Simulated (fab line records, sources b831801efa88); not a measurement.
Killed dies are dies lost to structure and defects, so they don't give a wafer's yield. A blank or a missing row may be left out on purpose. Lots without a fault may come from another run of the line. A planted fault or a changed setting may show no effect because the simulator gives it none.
One fault seen from 2 desks | flow sky130 | each desk has only its own numbers; what lay behind them comes last

THE METROLOGY DESK
What the gauges read, lot by lot, whatever tool the lot ran on: means of the sampled wafers that have a number. A lot is out of limits, marked OUT, if its mean lies more than 4 standard deviations from the usual mean; the brackets give that distance.
Columns: A = VT_ADJUST_NCORE_OVL at SKY_VT_ADJUST_NCORE_OVL_MEAS_08, usual 1.4 nm; B = LDD_LDN_OVL at SKY_LDD_LDN_OVL_MEAS_07, usual -0.4 nm
lot  | first seen here | A    | B
L176 | day 9 12:35     | -1.9 | -1.6
L177 | day 9 17:03     | 0.9  | -0.1
L178 | day 10 01:54    | 1.5  | -0.2
L180 | day 10 20:28    | 0.0  | -0.2
L181 | day 10 23:34    | 1.6  | -0.1
L183 | day 11 13:00    | 1.9  | -0.8
L185 | day 12 04:00    | 3.6  | 1.1
L188 | day 13 04:06    | -0.2 | -0.8
L189 | day 13 07:58    | 2.6  | -1.6
L195 | day 15 10:36    | 0.9  | -0.2
L196 | day 15 21:59    | 0.3  | -3.0
This desk's finding: nothing out of limits on any of the 11 lots.

THE TOOL OWNER'S DESK: rie_diel-02
The tool's own readings at SKY_POLY_GATE_ETCH_15 (etches BARC in N2/H2, stops on SiO2, time 118.5 s, target depth 110 nm): means of the sampled wafers that have a number, for each lot that ran on this tool. A lot is out of limits, marked OUT, if its mean lies more than 4 standard deviations from the usual mean; the brackets give that distance.
Columns: A = bias_w at SKY_POLY_GATE_ETCH_15, usual 99.94 W; B = drypump_motor_current_A at SKY_POLY_GATE_ETCH_15, usual 5.8 A; C = oes_product_au at SKY_POLY_GATE_ETCH_15, usual 0.717 a.u.; D = rf_fwd_power_W at SKY_POLY_GATE_ETCH_15, usual 497.6 W; E = throttle_valve_pct at SKY_POLY_GATE_ETCH_15, usual 13.213 %
lot  | first seen here | A      | B   | C     | D               | E
L176 | day 18 00:02    | 100.07 | 5.9 | 0.719 | 498.9           | 13.217
L178 | day 18 13:39    | 100.20 | 5.8 | 0.713 | 496.8           | 13.216
L185 | day 21 01:19    | 99.92  | 6.0 | 0.719 | 497.3           | 13.205
L188 | day 22 04:25    | 100.26 | 6.0 | 0.719 | 576.8 (+47) OUT | 13.219
L189 | day 22 08:37    | 100.31 | 6.0 | 0.717 | 576.9 (+47) OUT | 13.219
L196 | day 25 06:47    | 99.91  | 6.0 | 0.715 | 496.9           | 13.218
This desk's finding: out of limits on L188, L189; first on L188, day 22 04:25 (rf_fwd_power_W at SKY_POLY_GATE_ETCH_15). In limits: L176, L178, L185, L196.

PUT TOGETHER
The tool owner's desk could have raised an alarm at day 22 04:25, on L188, L189.
The metrology desk saw nothing out of limits.
The metrology desk has L188, L189 on record, within its limits.
Of the lots named, all ran SKY_POLY_GATE_ETCH_15 on rie_diel-02.

WHAT THE SIMULATOR HAD PUT IN
Process parameter drift: rie_diel-02, from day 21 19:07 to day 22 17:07, at SKY_POLY_GATE_ETCH_15. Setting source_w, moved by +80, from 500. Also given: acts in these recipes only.
Lots struck among those shown: L188, L189.
Hours from the fault's start to each desk's first reading out of limits: the tool owner's desk, 9.
